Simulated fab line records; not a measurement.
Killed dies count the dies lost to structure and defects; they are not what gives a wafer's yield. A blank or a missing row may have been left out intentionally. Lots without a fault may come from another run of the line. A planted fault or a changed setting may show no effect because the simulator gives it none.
fab line records | flow gf180mcu
[record] lots = 15 wafers = 45 lastDay = 34
route steps=602 shown M3@409 V3@444 M4@458
lots with no fault: from the same line, run without faults
startH: the number of hours between the record's first day and the start of the first shown wafer of the lot | waitH: time in hours since the lot's previous step | " unchanged from the row above | L1.1+2: a single row standing in for several wafers | - either no value or no given start | * or withheld: withheld | < > ~ a bound
route shown NAME@n: names a module that has steps shown in the file, with the first one's number in the route | usual: mean/standard deviation of fault-free wafers | same: alike in all rows | chamber/n: place in a boat | sites: per-site readings | _std_site: standard deviation of those values | _edge_site: outer sites' mean less inner sites' | radiusMm: for every site, how far away it sits from the centre of the wafer | mask NAME#n: copy n | behind: the last tool/chamber to shape the wafer | hold: what put the lot on hold/how long, in hours/how the hold closed | device: the n, p or np transistor that did not switch | end of line: the same wafers' tests at the end of the route | a step with no rows: only its recipe | killed: not the wafer's yield, but the dies lost to structure and defects at the first sort | map: a wafer's dies, x killed, . not, _ none there
set.NAME: the setting as run; set.NAME@STEP: as run at that earlier step | model.NAME: the simulator's own value behind a step, which no gauge read
a sample of lots followed through the steps of the route, with each step as a table and each wafer as a row
services: a tool's chamber out of use, with start hour (startH, from the record's first day; less than 0 if before it), hours out, and reason
[[steps]]
[step GF_M3_SPUTTER_00]
[recipe] material = Ti targetThkNm = 37.5 arrivingIonEnergyEv = 80 substrateTempC = 200 chamberPressurePa = 2 powerW = 4000 timeS = 150
[usual] cathodeDcPowerW = 3999.9/0.78 throttleValvePct = 30.0/1.1
// columns lot.wafer tool chamber startH waitH cathodeDcPowerW throttleValvePct
L683.1 pvdSputter-01 - 471.97 0.2 3998.7 30.8
L683.2 " - " " 4000.6 29.9
L683.4 " - " " 3999.9 28.4
L684.1 pvdSputter-01 - 477.20 0.1 3999.6 28.7
L684.4 " - " " 3999.5 29.7
L684.5 " - " " 4000.6 28.5
L685.2 pvdSputter-02 - 484.37 0.1 3999.6 30.0
L685.4 " - " " 4001.1 32.6
L685.6 " - " " 3999.7 31.3
L686.2 pvdSputter-03 - 494.43 0.2 3999.2 28.7
L686.3 " - " " 4000.1 30.1
L686.6 " - " " 4001.3 28.8
L687.1 pvdSputter-01 - 501.21 0.2 4000.1 31.0
L687.3 " - " " 3997.8 30.6
L687.4 " - " " 4000.1 28.6
L689.3 pvdSputter-01 - 520.56 0.1 3999.4 30.0
L689.4 " - " " 3998.7 28.7
L689.6 " - " " 4001.2 30.7
L690.1 pvdSputter-03 - 535.41 0.2 4001.0 29.4
L690.4 " - " " 4000.2 30.0
L690.5 " - " " 4000.1 28.7
L693.1 pvdSputter-03 - 556.22 0.1 4000.5 29.3
L693.4 " - " " 3999.1 30.5
L693.6 " - " " 3999.7 29.1
L695.1 pvdSputter-03 - 573.13 0.2 3999.1 29.8
L695.3 " - " " 3999.3 30.5
L695.5 " - " " 3999.4 30.4
L701.2 pvdSputter-01 - 619.21 0.1 4000.6 30.9
L701.3 " - " " 4001.0 30.0
L701.6 " - " " 3999.0 30.7
L702.2 pvdSputter-01 - 627.83 0.1 4000.4 31.0
L702.3 " - " " 3999.2 30.7
L702.4 " - " " 3999.1 30.3
L703.1 pvdSputter-02 - 634.72 0.2 3999.3 28.3
L703.2 " - " " 3999.8 30.1
L703.5 " - " " 3999.5 30.0
L704.4 pvdSputter-03 - 642.90 0.2 4000.8 30.5
L704.5 " - " " 4000.2 30.6
L704.6 " - " " 3999.3 29.8
L705.2 pvdSputter-03 - 645.10 0.2 4000.2 30.1
L705.5 " - " " 4000.6 30.3
L705.6 " - " " 3999.5 30.0
L706.1 pvdSputter-02 - 654.61 0.1 4000.2 31.4
L706.2 " - " " 4000.7 29.9
L706.3 " - " " 3999.1 33.0
[step GF_V3_OVL_MEAS_15]
[usual] V3_OVL = -3/5.5
// columns lot.wafer tool chamber startH waitH V3_OVL[nm]
L683.1 overlay-01 - 521.32 0.1 -16
L683.2 " - " " -10
L683.4 " - " " 1
L684.1 overlay-01 - 526.21 0.1 -8
L684.4 " - " " -2
L684.5 " - " " -9
L685.2 overlay-02 - 533.60 0.1 2
L685.4 " - " " 1
L685.6 " - " " -4
L686.2 overlay-02 - 542.46 0.1 -10
L686.3 " - " " 0
L686.6 " - " " 3
L687.1 overlay-02 - 549.39 0.1 -9
L687.3 " - " " -10
L687.4 " - " " -2
L689.3 overlay-01 - 567.83 0.1 7
L689.4 " - " " -3
L689.6 " - " " -1
L690.1 overlay-02 - 580.94 0.1 3
L690.4 " - " " 12
L690.5 " - " " -4
L693.1 overlay-02 - 601.12 0.1 -8
L693.4 " - " " -8
L693.6 " - " " -10
L695.1 overlay-01 - 617.01 0.1 6
L695.3 " - " " 7
L695.5 " - " " -7
L701.2 overlay-02 - 661.70 0.1 -6
L701.3 " - " " -4
L701.6 " - " " 4
L702.2 overlay-01 - 669.60 0.1 3
L702.3 " - " " 0
L702.4 " - " " 5
L703.1 overlay-01 - 676.14 0.1 1
L703.2 " - " " -1
L703.5 " - " " -1
L704.4 overlay-02 - 682.94 0.1 0
L704.5 " - " " 2
L704.6 " - " " 5
L705.2 overlay-02 - 685.95 0.1 -3
L705.5 " - " " 0
L705.6 " - " " 4
L706.1 overlay-02 - 693.99 0.1 -1
L706.2 " - " " -6
L706.3 " - " " 1
[step GF_V3_ETCH_16]
[recipe] chemistry = N2/H2 targetDepthA = withheld overetchA = withheld timeS = withheld target = BARC ionEnergyEv = 200 sourceW = 500 biasW = 100 pressureMtorr = 30 n2FlowSccm = 100 h2FlowSccm = 200
[usual] biasW = 100.02/0.29 chamberPressureMTorr = 30.001/0.03 drypumpMotorCurrentA = 5.8/0.34 n2FlowSccm = 99.97/0.29 oesProductAu = 0.856/0.0047 throttleValvePct = 13.226/0.0099
// columns lot.wafer tool chamber startH waitH biasW chamberPressureMTorr drypumpMotorCurrentA n2FlowSccm oesProductAu throttleValvePct
L683.1 rieDiel-01 0 521.36 0.0 99.77 30.012 5.9 100.50 0.854 13.226
L683.2 " 2 " " 99.91 29.979 6.0 99.78 0.850 13.228
L683.4 " 3 " " 99.55 30.003 5.4 100.05 0.855 13.217
L684.1 rieDiel-03 3 526.24 0.0 99.79 30.052 6.0 99.93 0.867 13.228
L684.4 " 2 " " 100.22 30.046 5.4 100.13 0.852 13.231
L684.5 " 0 " " 100.20 30.034 6.4 100.34 0.850 13.233
L685.2 rieDiel-03 1 533.63 0.0 100.04 29.997 5.7 100.52 0.851 13.230
L685.4 " 0 " " 99.66 30.026 6.4 100.14 0.850 13.244
L685.6 " 0 " " 100.38 29.992 6.4 99.77 0.861 13.234
L686.2 rieDiel-01 0 542.49 0.0 99.46 30.023 6.0 100.09 0.851 13.212
L686.3 " 2 " " 100.20 30.001 6.1 100.01 0.853 13.230
L686.6 " 1 " " 100.31 29.965 5.7 99.51 0.857 13.236
L687.1 rieDiel-01 2 549.43 0.0 100.36 30.032 6.1 100.09 0.856 13.236
L687.3 " 0 " " 99.82 30.025 5.9 99.97 0.856 13.235
L687.4 " 1 " " 100.23 29.989 5.7 100.26 0.855 13.210
L689.3 rieDiel-03 1 567.86 0.0 99.91 29.970 5.6 100.33 0.860 13.212
L689.4 " 0 " " 99.67 30.041 6.4 99.87 0.861 13.209
L689.6 " 0 " " 100.01 30.042 6.4 99.99 0.854 13.206
L690.1 rieDiel-04 0 580.98 0.0 100.48 29.948 5.8 100.20 0.855 13.211
L690.4 " 3 " " 100.16 30.004 6.1 100.00 0.858 13.219
L690.5 " 3 " " 100.07 29.942 6.1 99.44 0.854 13.203
L693.1 rieDiel-03 0 601.16 0.0 100.36 29.996 6.4 100.15 0.845 13.227
L693.4 " 1 " " 100.51 30.016 5.6 100.56 0.846 13.233
L693.6 " 0 " " 99.87 29.994 6.4 100.35 0.857 13.220
L695.1 rieDiel-03 0 617.04 0.0 100.01 29.947 6.4 100.11 0.854 13.225
L695.3 " 1 " " 100.10 29.999 5.6 99.53 0.854 13.238
L695.5 " 0 " " 99.61 29.966 6.4 100.18 0.859 13.220
L701.2 rieDiel-01 3 661.73 0.0 99.98 29.996 5.4 99.98 0.859 13.229
L701.3 " 1 " " 100.00 30.007 5.8 99.70 0.846 13.229
L701.6 " 0 " " 100.17 29.994 6.0 99.73 0.849 13.229
L702.2 rieDiel-01 1 669.63 0.0 - - - - - -
L702.3 " 3 " " - - - - - -
L702.4 " 0 " " - - - - - -
L703.1 rieDiel-03 2 676.18 0.0 - - - - - -
L703.2 " 3 " " - - - - - -
L703.5 " 2 " " - - - - - -
L704.4 rieDiel-03 1 682.96 0.0 - - - - - -
L704.5 " 3 " " - - - - - -
L704.6 " 0 " " - - - - - -
L705.2 rieDiel-04 3 685.98 0.0 100.09 30.008 6.1 99.99 0.861 13.208
L705.5 " 0 " " 100.00 30.022 5.8 100.17 0.852 13.234
L705.6 " 1 " " 100.24 29.986 5.1 100.43 0.851 13.223
L706.1 rieDiel-01 0 694.03 0.0 100.62 29.990 5.9 100.22 0.854 13.232
L706.2 " 2 " " 100.74 30.031 6.0 99.64 0.862 13.221
L706.3 " 1 " " 99.73 29.995 5.8 100.09 0.847 13.227
[step GF_V3_ETCH_17]
[recipe] chemistry = C4F8/O2/Ar maskMaterial = KrF target = SiO2 stopOn = TiN sourceW = 1500 biasW = 1200 pressureMtorr = 40 c4f8FlowSccm = withheld O2_flow_sccm = 6 Ar_flow_sccm = 300 timeS = withheld targetDepthA = 6350
[usual] biasW = 1200/3.9 chamberPressureMTorr = 39.99/0.037 oesProductAu = 0.855/0.0045
// columns lot.wafer tool chamber startH waitH biasW chamberPressureMTorr oesProductAu
L683.1 rieDiel-01 0 - - 1199 40.01 0.858
L683.2 " 2 " " 1198 39.99 0.856
L683.4 " 3 " " 1197 40.04 0.856
L684.1 rieDiel-03 3 - - 1202 39.98 0.856
L684.4 " 2 " " 1201 39.94 0.854
L684.5 " 0 " " 1204 39.97 0.856
L685.2 rieDiel-03 1 - - 1203 39.96 0.859
L685.4 " 0 " " 1205 39.97 0.847
L685.6 " 0 " " 1204 39.94 0.856
L686.2 rieDiel-01 0 - - 1196 39.99 0.852
L686.3 " 2 " " 1197 40.00 0.853
L686.6 " 1 " " 1195 40.02 0.857
L687.1 rieDiel-01 2 - - 1202 40.06 0.852
L687.3 " 0 " " 1195 40.01 0.860
L687.4 " 1 " " 1202 39.99 0.852
L689.3 rieDiel-03 1 - - 1204 40.02 0.846
L689.4 " 0 " " 1195 39.94 0.851
L689.6 " 0 " " 1197 40.02 0.854
L690.1 rieDiel-04 0 - - 1196 39.98 0.856
L690.4 " 3 " " 1200 39.98 0.853
L690.5 " 3 " " 1198 39.95 0.854
L693.1 rieDiel-03 0 - - 1202 40.01 0.863
L693.4 " 1 " " 1201 40.06 0.859
L693.6 " 0 " " 1201 39.98 0.859
L695.1 rieDiel-03 0 - - 1200 40.07 0.851
L695.3 " 1 " " 1206 40.01 0.859
L695.5 " 0 " " 1197 40.03 0.861
L701.2 rieDiel-01 3 - - 1207 39.99 0.853
L701.3 " 1 " " 1200 39.98 0.849
L701.6 " 0 " " 1206 39.98 0.853
L702.2 rieDiel-01 1 - - 1202 40.05 0.377
L702.3 " 3 " " 1195 40.00 0.382
L702.4 " 0 " " 1199 40.03 0.374
L703.1 rieDiel-03 2 - - 1206 40.01 0.376
L703.2 " 3 " " 1204 39.99 0.369
L703.5 " 2 " " 1199 40.04 0.376
L704.4 rieDiel-03 1 - - 1201 40.02 0.377
L704.5 " 3 " " 1202 39.93 0.374
L704.6 " 0 " " 1204 40.02 0.372
L705.2 rieDiel-04 3 - - 1202 40.01 0.854
L705.5 " 0 " " 1200 39.98 0.855
L705.6 " 1 " " 1200 40.03 0.855
L706.1 rieDiel-01 0 - - 1204 40.01 0.859
L706.2 " 2 " " 1195 39.99 0.851
L706.3 " 1 " " 1202 40.03 0.849
[step GF_V3_STRIP_18]
[recipe] chemistry = O2/N2 powerW = 1400 pressureMtorr = 1500 platenTempC = 250 o2FlowSccm = 3000 n2FlowSccm = 300 overashFraction = 0.5
[usual] drypumpMotorCurrentA = 5.8/0.53 heaterPowerW = 309/22 n2FlowSccm = 300.1/1.1 oesProductAu = 0.592/0.0046
[same] overashFraction = 0.5
// columns lot.wafer tool chamber startH waitH drypumpMotorCurrentA heaterPowerW n2FlowSccm oesProductAu rfHoursCounterH
L683.1 plasmaAsher-02 1 521.49 - 5.4 316 300.7 0.590 9
L683.2 " 0 " " 6.5 288 300.5 0.595 9
L683.4 " 0 " " 6.5 286 301.6 0.588 -
L684.1 plasmaAsher-03 1 526.37 - 6.0 355 299.6 0.588 74
L684.4 " 1 " " 6.0 348 299.9 0.590 -
L684.5 " 1 " " 6.0 357 300.0 0.585 -
L685.2 plasmaAsher-03 1 533.76 - 6.0 342 300.7 0.599 75
L685.4 " 0 " " 4.9 338 299.2 0.592 -
L685.6 " 0 " " 4.9 334 299.8 0.591 -
L686.2 plasmaAsher-01 0 542.62 - 6.2 277 299.7 0.596 93
L686.3 " 1 " " 5.8 303 302.9 0.593 -
L686.6 " 1 " " 5.8 299 301.2 0.594 -
L687.1 plasmaAsher-01 0 549.56 - 6.2 286 300.8 0.593 94
L687.3 " 1 " " 5.8 294 300.1 0.591 -
L687.4 " 0 " " 6.2 281 300.3 0.590 -
L689.3 plasmaAsher-01 0 568.02 - 6.2 285 301.7 0.583 -
L689.4 " 1 " " 5.8 299 299.9 0.587 -
L689.6 " 1 " " 5.8 302 299.6 0.594 -
L690.1 plasmaAsher-02 0 581.11 - 6.5 290 301.0 0.603 16
L690.4 " 1 " " 5.4 316 298.4 0.599 -
L690.5 " 1 " " 5.4 318 300.0 0.592 -
L693.1 plasmaAsher-01 0 601.29 - 6.2 288 299.2 0.586 99
L693.4 " 1 " " 5.8 296 300.9 0.589 -
L693.6 " 1 " " 5.8 303 300.7 0.588 -
L695.1 plasmaAsher-01 1 617.17 - 5.8 297 300.0 0.589 100
L695.3 " 0 " " 6.2 284 298.2 0.595 -
L695.5 " 0 " " 6.2 283 299.5 0.591 -
L701.2 plasmaAsher-02 0 661.86 - 6.5 299 301.7 0.592 22
L701.3 " 0 " " 6.5 285 301.3 0.593 -
L701.6 " 1 " " 5.4 318 300.0 0.592 -
L702.2 plasmaAsher-03 0 669.76 - 4.9 323 300.8 0.603 90
L702.3 " 0 " " 4.9 328 299.7 0.610 -
L702.4 " 1 " " 6.0 345 298.7 0.608 -
L703.1 plasmaAsher-02 1 676.31 - 5.4 306 298.1 0.608 24
L703.2 " 0 " " 6.5 292 298.6 0.615 24
L703.5 " 0 " " 6.5 276 299.7 0.612 -
L704.4 plasmaAsher-01 0 683.12 - 6.2 283 299.4 0.613 -
L704.5 " 0 " " 6.2 290 300.6 0.610 -
L704.6 " 1 " " 5.8 305 299.9 0.608 -
L705.2 plasmaAsher-02 0 686.11 - 6.5 277 299.8 0.594 25
L705.5 " 1 " " 5.4 305 299.1 0.595 -
L705.6 " 0 " " 6.5 283 299.6 0.584 -
L706.1 plasmaAsher-03 1 694.16 - 6.0 345 299.9 0.594 92
L706.2 " 0 " " 4.8 337 298.5 0.604 92
L706.3 " 1 " " 6.0 344 301.0 0.588 -
[step GF_M4_SPUTTER_02]
[recipe] material = AlCu targetThkNm = 450 powerW = 10600 timeS = 23.9 chamberPressurePa = 0.4
[usual] cathodeDcPowerW = 10600/2 throttleValvePct = 30.3/1.1
// columns lot.wafer tool chamber startH waitH cathodeDcPowerW throttleValvePct
L683.1 pvdSputter-01 - 522.88 0.0 10599 28.5
L683.2 " - " " 10602 31.0
L683.4 " - " " 10599 30.6
L684.1 pvdSputter-02 - 527.73 0.0 10601 31.0
L684.4 " - " " 10599 32.8
L684.5 " - " " 10602 31.2
L685.2 pvdSputter-02 - 535.11 0.0 10601 31.2
L685.4 " - " " 10599 29.7
L685.6 " - " " 10596 31.1
L686.2 pvdSputter-01 - 543.98 0.0 10597 31.3
L686.3 " - " " 10599 28.7
L686.6 " - " " 10598 28.5
L687.1 pvdSputter-01 - 550.91 0.0 10601 30.7
L687.3 " - " " 10597 28.9
L687.4 " - " " 10600 31.0
L689.3 pvdSputter-01 - 569.34 0.0 10603 28.6
L689.4 " - " " 10600 30.8
L689.6 " - " " 10604 30.8
L690.1 pvdSputter-02 - 582.47 0.0 10601 28.6
L690.4 " - " " 10598 28.6
L690.5 " - " " 10601 30.1
L693.1 pvdSputter-02 - 602.64 0.0 10598 30.3
L693.4 " - " " 10599 31.2
L693.6 " - " " 10600 31.1
L695.1 pvdSputter-04 - 618.53 0.0 10602 29.9
L695.3 " - " " 10600 30.7
L695.5 " - " " 10601 30.8
L701.2 pvdSputter-02 - 663.24 0.0 10600 30.8
L701.3 " - " " 10601 32.5
L701.6 " - " " 10599 30.1
L705.2 pvdSputter-04 - 687.50 0.0 10599 29.9
L705.5 " - " " 10599 29.4
L705.6 " - " " 10602 29.9
L706.1 pvdSputter-01 - 695.60 0.0 10600 31.0
L706.2 " - " " 10600 30.8
L706.3 " - " " 10597 30.1
[[services]]
// columns tool chamber startH hours kind
rieDiel-04 3 449.46 3.4 repair
plasmaAsher-02 - 451.62 1.8 repair
rieDiel-03 1 460.41 2.8 repair
pvdSputter-03 - 473.95 0.7 repair
plasmaAsher-03 - 490.56 1.7 repair
rieDiel-01 0 525.38 4.2 repair
pvdSputter-03 - 527.55 2.9 repair
rieDiel-04 0 530.33 4.4 repair
pvdSputter-02 - 538.49 8.1 repair
pvdSputter-01 - 554.01 1.5 repair
rieDiel-03 - 564.50 3.3 repair
rieDiel-04 - 574.78 0.2 repair
pvdSputter-02 - 591.09 1.5 repair
rieDiel-01 3 592.22 8.6 repair
rieDiel-03 3 607.09 10.4 repair
plasmaAsher-02 - 615.48 14.6 pm
plasmaAsher-01 - 617.27 2.8 pm
rieDiel-01 2 622.97 5.0 repair
pvdSputter-02 - 626.30 7.5 repair
pvdSputter-02 - 643.61 5.7 repair
rieDiel-01 2 659.19 2.0 repair
rieDiel-01 1 677.24 4.0 repair
rieDiel-01 3 686.88 7.9 repair
rieDiel-03 3 686.88 11.3 repair
[[key]]
[firstSign] step = GF_V3_ETCH_16 reading = toolRecord direction = missing
[effect] step = GF_V3_ETCH_17 reading = oesProductAu direction = down sigmas = 99+ usual = 0.855 struck = 0.375
[effect] step = GF_V3_STRIP_18 reading = oesProductAu direction = up sigmas = 3.7 usual = 0.592 struck = 0.610
metAt GF_V3_ETCH_16
struckLots L702,L703,L704
laterRowsLeftOut L702.2,L702.3,L702.4,L703.1,L703.2,L703.5,L704.4,L704.5,L704.6
sortLeftOut L702.2,L702.3,L702.4,L703.1,L703.2,L703.5,L704.4,L704.5,L704.6
notActingAt GF_M3_SPUTTER_00,GF_V3_OVL_MEAS_15,GF_M4_SPUTTER_02
onsetBetween 661.73 669.63
[fault] kind = skippedStepWhole tool = rieDiel-01,rieDiel-03 chamber = - onsetH = 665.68 steps = GF_V3_ETCH_16 scope = struckLotsOnly
// sortLeftOut: the simulated sort isn't trusted on such a fault, so these wafers' sort isn't shown, and their yield isn't known
// laterRowsLeftOut: the simulator's readings of these wafers behind a module that went badly wrong aren't trusted and aren't shown, but for the sort
